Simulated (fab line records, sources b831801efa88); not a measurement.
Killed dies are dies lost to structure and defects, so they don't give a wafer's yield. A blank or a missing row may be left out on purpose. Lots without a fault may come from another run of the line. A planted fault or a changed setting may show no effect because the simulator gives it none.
Which tool did it? | flow sky130 | 6 lots, 18 wafers sampled, at 2 steps of a route of 708

WHAT THE GAUGES READ, wafer by wafer
SKY_POLY_CUT_OVL_MEAS_09.
lot  | measured     | on         | POLY_CUT_OVL (nm)
L148 | day 24 17:46 | overlay-02 | 2 -6 2
L150 | day 25 01:38 | overlay-02 | -2 -8 -3
L153 | day 26 14:32 | overlay-02 | -9 2 -1
L155 | day 27 06:43 | overlay-02 | -4 -8 -9
L160 | day 28 22:18 | overlay-02 | 61 61 60
L165 | day 30 12:18 | overlay-01 | -3 -4 8

WHICH TOOL RAN EACH LOT (tool, then ch and the chambers of the sampled wafers, then the start)
lot  | SKY_POLY_CUT_EXPOSE_05
L148 | krf_scanner-02 ch 0, day 24 02:29
L150 | krf_scanner-02 ch 0, day 24 11:06
L153 | krf_scanner-02 ch 0, day 26 00:53
L155 | krf_scanner-02 ch 0, day 26 15:16
L160 | krf_scanner-01 ch 0, day 28 08:29
L165 | krf_scanner-02 ch 0, day 29 22:08
- SKY_POLY_CUT_EXPOSE_05: exposes mask NPCM, target cd 270 nm.

THE ANSWER, worked out from the rows above alone
Rule: what is usual is taken from the lots themselves. Put in order of their means at a reading, lots are off if they are a third of the lots or fewer, leave a main group of 4 or more, and stand apart from it by a gap of 3 or more times the standard deviation of the main group's means; of several such gaps the widest counts. A main group whose means are all the same, to the digits that the tables above print for the reading, isn't used. A lot without any number at a reading at which 4 lots or more have one is off too. The other lots that the step has rows for count as sound.
Off: L160, at SKY_POLY_CUT_OVL_MEAS_09 (POLY_CUT_OVL). The main group: mean -3 nm, standard deviation 2.6.
A tool fits if, at a process step before that reading, it ran every lot that is off, and no sound lot after the first of them. The gauges at SKY_POLY_CUT_OVL_MEAS_09 are tried like those tools. Can't be told from this: 2 tools fit, krf_scanner-01 at SKY_POLY_CUT_EXPOSE_05, overlay-02 at SKY_POLY_CUT_OVL_MEAS_09.

WHAT THE SIMULATOR HAD PUT IN
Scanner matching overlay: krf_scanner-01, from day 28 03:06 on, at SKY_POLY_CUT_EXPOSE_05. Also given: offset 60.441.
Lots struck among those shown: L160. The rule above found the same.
